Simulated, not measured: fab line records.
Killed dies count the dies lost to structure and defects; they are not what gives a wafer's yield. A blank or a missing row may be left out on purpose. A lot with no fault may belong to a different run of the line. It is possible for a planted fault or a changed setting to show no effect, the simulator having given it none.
Which of the tools did it? || flow gf180mcu || route of 602 steps, sampled at 1 step: 7 lots, 21 wafers

== WHAT THE GAUGES READ, wafer by wafer ==
GF_DNWELL_TW_MEAS_09.
{"lot": "L564", "measured": "day 3 05:10", "on": "film_metro-03", "DNWELL_TW": "1378 1377 1376"}
{"lot": "L566", "measured": "day 3 15:54", "on": "film_metro-02", "DNWELL_TW": "1336 1341 1340"}
{"lot": "L568", "measured": "day 4 01:40", "on": "film_metro-04", "DNWELL_TW": "1367 1356 1359"}
{"lot": "L573", "measured": "day 5 05:17", "on": "film_metro-02", "DNWELL_TW": "1327 1330 1333"}
{"lot": "L578", "measured": "day 6 11:00", "on": "film_metro-04", "DNWELL_TW": "1375 1375 1377"}
{"lot": "L582", "measured": "day 7 06:37", "on": "film_metro-03", "DNWELL_TW": "1383 1374 1379"}
{"lot": "L585", "measured": "day 7 22:25", "on": "film_metro-02", "DNWELL_TW": "1343 1342 1340"}

== WHICH TOOL RAN EACH LOT (tool, then ch and the chambers of the sampled wafers, then the start) ==
The record holds no process step before these readings.

== THE ANSWER, worked out from the rows above alone ==
Rule: the usual values come from the lots themselves. Put in order of their means at a reading, lots are off if they are a third of the lots or fewer, leave a main group of 4 or more, and stand apart from it by a gap of 3 or more times the standard deviation of the main group's means; of several such gaps the widest counts. The tables above print the reading to a certain number of digits; a main group whose means all agree to those digits is not used. Also off: a lot with no number at a reading for which 4 or more lots have one. All remaining lots with rows at the step are treated as sound.
Across all readings shown, no lot is off: no conclusion can be drawn from this.

== WHAT THE SIMULATOR PUT IN ==
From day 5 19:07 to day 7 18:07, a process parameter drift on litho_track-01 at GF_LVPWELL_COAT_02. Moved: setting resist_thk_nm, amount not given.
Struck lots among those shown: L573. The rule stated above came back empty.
